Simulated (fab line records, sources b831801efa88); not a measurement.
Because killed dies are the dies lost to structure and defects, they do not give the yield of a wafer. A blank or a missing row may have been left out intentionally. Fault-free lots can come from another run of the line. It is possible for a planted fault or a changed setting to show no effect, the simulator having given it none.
Tool commonality check + flow sky130 + Lots sampled 14, wafers sampled 42

## THE REASON FOR OPENING IT
SKY_DNWELL_TW_MEAS_09, reading DNWELL_TW: flagged on 2 of 14 lots. Wafers without a fault read 1104, standard deviation 7.7.
Rule: a lot is flagged in two cases, either no wafer of it has a number, or all its wafers with numbers fall more than 4 standard deviations from that mean. The rest of the lots are taken to be sound.

| lot  | measured    | on            | DNWELL_TW, wafer by wafer | flag    |
|------|-------------|---------------|---------------------------|---------|
| L809 | day 3 12:26 | film metro-01 | 1096 1093 1090            |         |
| L810 | day 3 18:46 | film metro-01 | 1100 1096 1097            |         |
| L812 | day 4 03:43 | film metro-02 | 1107 1112 1110            |         |
| L814 | day 4 18:04 | film metro-02 | 30 30 30                  | FLAGGED |
| L815 | day 5 12:55 | film metro-01 | 30 30 30                  | FLAGGED |
| L818 | day 5 14:19 | film metro-04 | 1097 1095 1098            |         |
| L822 | day 6 11:56 | film metro-01 | 1100 1109 1105            |         |
| L823 | day 6 18:55 | film metro-02 | 1109 1110 1116            |         |
| L824 | day 6 23:34 | film metro-04 | 1096 1098 1106            |         |
| L825 | day 7 08:19 | film metro-01 | 1102 1099 1100            |         |
| L827 | day 7 14:44 | film metro-01 | 1107 1103 1099            |         |
| L828 | day 7 21:34 | film metro-01 | 1107 1106 1105            |         |
| L829 | day 8 02:28 | film metro-02 | 1111 1115 1116            |         |
| L830 | day 8 09:34 | film metro-01 | 1114 1117 1114            |         |
Averaged over the flagged lots the numbers come to 30, -1074 from the usual (-99 or more standard deviations).

## TOOL THAT RAN EACH LOT
The record holds 1 process step before the reading, out of a route of 708 steps. Each cell gives the tool, then ch followed by the chambers the sampled wafers passed through, then the start.
| lot  | flag    | SKY_DNWELL_DEVELOP_06            |
|------|---------|----------------------------------|
| L809 |         | litho track-04 ch 0, day 3 12:00 |
| L810 |         | litho track-01 ch 0, day 3 18:00 |
| L812 |         | litho track-04 ch 0, day 4 03:00 |
| L814 | FLAGGED | litho track-01, day 4 17:00      |
| L815 | FLAGGED | litho track-01, day 5 12:00      |
| L818 |         | litho track-01 ch 0, day 5 13:00 |
| L822 |         | litho track-03 ch 0, day 6 11:00 |
| L823 |         | litho track-01 ch 0, day 6 18:00 |
| L824 |         | litho track-04 ch 0, day 6 23:00 |
| L825 |         | litho track-04 ch 0, day 7 07:00 |
| L827 |         | litho track-03 ch 0, day 7 14:00 |
| L828 |         | litho track-03 ch 0, day 7 21:00 |
| L829 |         | litho track-04 ch 0, day 8 02:00 |
| L830 |         | litho track-04 ch 0, day 8 09:00 |
What the steps here do:
- SKY_DNWELL_DEVELOP_06: develop time 60 s.
- SKY_DNWELL_TW_MEAS_09

## FLAGGED OVER TOTAL, TOOL BY TOOL (the gauges that took the reading come last)
| step                  | tool           | lots run | flagged | share of the flagged lots | sound lots run after its first flagged lot |
|-----------------------|----------------|----------|---------|---------------------------|--------------------------------------------|
| SKY_DNWELL_DEVELOP_06 | litho track-01 | 5        | 2       | all                       | 2 (L818,L823)                              |
| SKY_DNWELL_DEVELOP_06 | litho track-03 | 3        | 0       | none                      | -                                          |
| SKY_DNWELL_DEVELOP_06 | litho track-04 | 6        | 0       | none                      | -                                          |
| SKY_DNWELL_TW_MEAS_09 | film metro-01  | 8        | 1       | some                      | 5 (L822,L825,L827,L828,L830)               |
| SKY_DNWELL_TW_MEAS_09 | film metro-02  | 4        | 1       | some                      | 2 (L823,L829)                              |
| SKY_DNWELL_TW_MEAS_09 | film metro-04  | 2        | 0       | none                      | -                                          |

## WHAT IS ALLOWED BY THE TABLE
In the table, 1 row covers all flagged lots: litho track-01 at SKY_DNWELL_DEVELOP_06.
- litho track-01 at SKY_DNWELL_DEVELOP_06: 2 of its 5 lots flagged. Lots that were sound ran on it after the first flagged one (L818, L823); a persistent fault on the entire tool would not allow that. On the flagged lots its readings are blank where sound lots have values: chill plate temp C, resist line temp C.
There is no row in the table that ran each flagged lot and no sound lot after the first.

## WHAT HAD BEEN PUT IN BY THE SIMULATOR
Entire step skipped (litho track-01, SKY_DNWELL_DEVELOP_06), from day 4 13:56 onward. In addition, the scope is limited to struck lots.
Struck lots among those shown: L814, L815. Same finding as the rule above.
